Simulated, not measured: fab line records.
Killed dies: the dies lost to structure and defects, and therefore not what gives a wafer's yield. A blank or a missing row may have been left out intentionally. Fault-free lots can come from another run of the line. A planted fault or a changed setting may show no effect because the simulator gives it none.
Code-filled problem report in 8D (eight disciplines) form / flow gf180mcu / the parts of the form that need people (team, actions taken, sign-off) are left out

## 1. WHAT WENT WRONG
Across 3 wafers from 2 lots, STI_CVD_23_THK at GF_STI_THK_MEAS_24 averages 808 nm, while fault-free wafers read 648 nm with a standard deviation of 6.7. Relative to the usual mean, that is a shift of +24 standard deviations.
Earliest sighting: wafer L434.3 on film metro-02 at day 3 21:31. The record has a number at this step for 36 wafers belonging to 12 lots. Rule for "out", or "out of limits": more than 4 standard deviations from the usual mean. The other wafers with a number count as sound.

## 2. WHAT THIS IS AND IS NOT
question=which readings at this step | is=STI_CVD_23_THK | is not=-
question=which lots | is=L434, L437 | is not=L426, L427, L428, L429, L430, L431, L444, L446, L448, L449
question=which wafers of those lots | is=L434.3, L434.4, L437.3 | is not=L434.6, L437.4, L437.6
question=read on which gauges | is=film metro-02, film metro-03 | is not=film metro-04
question=when | is=from day 3 21:31 | is not=up to then (19 sound wafers); but 14 sound wafers of L437, L444, L446, L448, L449 came after

## 3. WHAT RULES OUT EACH SUSPECT
Counting: any tool at a process step up to the reading remains a suspect provided it ran every lot that is out. Sound lots after the first of them don't rule it out here, since some wafers of a struck lot are sound.
- the gauge at GF_STI_THK_MEAS_24: ruled out. The wafers that are out were read on 2 gauges (film metro-02, film metro-03).
- hdpcvd-01 at GF_STI_CVD_23 (deposits SiO2, target thk 650 nm, time 108.3 s): kept. It processed each lot that is out (first: L434, day 3 21:25); up to then, its last sound lot is L431 (day 3 09:14).
After counting, what remains is hdpcvd-01 at GF_STI_CVD_23.

## 4. THE CAUSE (what the simulator had put in)
hdpcvd-01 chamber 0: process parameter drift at GF_STI_CVD_23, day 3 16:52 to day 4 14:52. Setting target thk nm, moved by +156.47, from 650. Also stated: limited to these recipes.
After counting, this tool was the only one left.

## 5. SEQUENCE OF EFFECTS, ordered by route
One row per reading whose mean, taken over the struck wafers that have a number, lies over 3 standard deviations from the usual. Readings are gone through only where the record gives a usual standard deviation; hours: the median, over the lots, of the time from a lot's start at the first step in this table giving one to that lot's start at this step; sigmas: the change measured in usual standard deviations.
hours=0; step=GF_STI_THK_MEAS_24; reading=STI_CVD_23_THK; usual=648 nm; on struck wafers=808; change=+160; sigmas=+24
hours=0; step=GF_STI_CMP_25; reading=time to endpoint s; usual=122 s; on struck wafers=150; change=+28; sigmas=+6.3
Its process steps:
- GF_STI_CMP_25: polishes, stops on Si3N4, t overpolish 33 s, target thk 524.6 nm.

## 6. WHAT WOULD HAVE CAUGHT IT SOONER
5 hours passed between the start of the fault at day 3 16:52 and the first reading out of limits at a measuring or inspecting step in this record, taken at day 3 21:31.
Of the lots that are out (2), L437 began GF_STI_CVD_23 on hdpcvd-01 after day 3 21:31. A hold on the tool at that time would have spared it.
